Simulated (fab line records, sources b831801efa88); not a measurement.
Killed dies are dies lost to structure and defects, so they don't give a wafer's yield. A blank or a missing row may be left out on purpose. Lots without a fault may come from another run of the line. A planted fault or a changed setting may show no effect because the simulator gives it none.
One fault seen from 2 desks | flow gf180mcu | each desk has only its own numbers; what lay behind them comes last

THE TOOL OWNER'S DESK: rie_diel-04
The tool's own readings at GF_V5_ETCH_17 (etches SiO2 in C4F8/O2/Ar, stops on TiN, target depth 855 nm): means of the sampled wafers that have a number, for each lot that ran on this tool. A lot is out of limits, marked OUT, if its mean lies more than 4 standard deviations from the usual mean; the brackets give that distance.
Columns: A = oes_product_au at GF_V5_ETCH_17, usual 0.859 a.u.; B = rf_fwd_power_W at GF_V5_ETCH_17, usual 1496 W
lot  | first seen here | A     | B
L110 | day 29 13:00    | 0.867 | 1498
L111 | day 29 21:00    | 0.863 | 1494
L117 | day 31 10:00    | 0.856 | 1499
L121 | day 32 06:00    | 0.860 | 1498
This desk's finding: nothing out of limits on any of the 4 lots.

THE METROLOGY DESK
What the gauges read, lot by lot, whatever tool the lot ran on: means of the sampled wafers that have a number. A lot is out of limits, marked OUT, if its mean lies more than 4 standard deviations from the usual mean; the brackets give that distance.
Columns: A = TOP_METAL_ALCU_THK at GF_TOP_METAL_THK_MEAS_06, usual 915 nm; B = TOP_METAL_OVL at GF_TOP_METAL_OVL_MEAS_15, usual -0.6 nm
lot  | first seen here | A   | B
L105 | day 28 00:13    | 899 | 0.1
L106 | day 28 00:44    | 936 | -1.6
L107 | day 28 08:59    | 920 | -1.2
L110 | day 29 14:47    | 911 | -2.5
L112 | day 29 21:40    | 918 | -2.1
L111 | day 29 22:52    | 906 | -0.1
L113 | day 30 04:22    | 919 | 1.4
L117 | day 31 11:44    | 924 | -0.4
L121 | day 32 08:01    | 900 | -1.7
L122 | day 32 22:29    | 898 | -1.6
L123 | day 33 02:26    | 906 | -1.8
L124 | day 33 03:15    | 893 | 0.0
L128 | day 33 18:52    | 910 | 0.0
This desk's finding: nothing out of limits on any of the 13 lots.

PUT TOGETHER
The tool owner's desk saw nothing out of limits.
The metrology desk saw nothing out of limits.

WHAT THE SIMULATOR HAD PUT IN
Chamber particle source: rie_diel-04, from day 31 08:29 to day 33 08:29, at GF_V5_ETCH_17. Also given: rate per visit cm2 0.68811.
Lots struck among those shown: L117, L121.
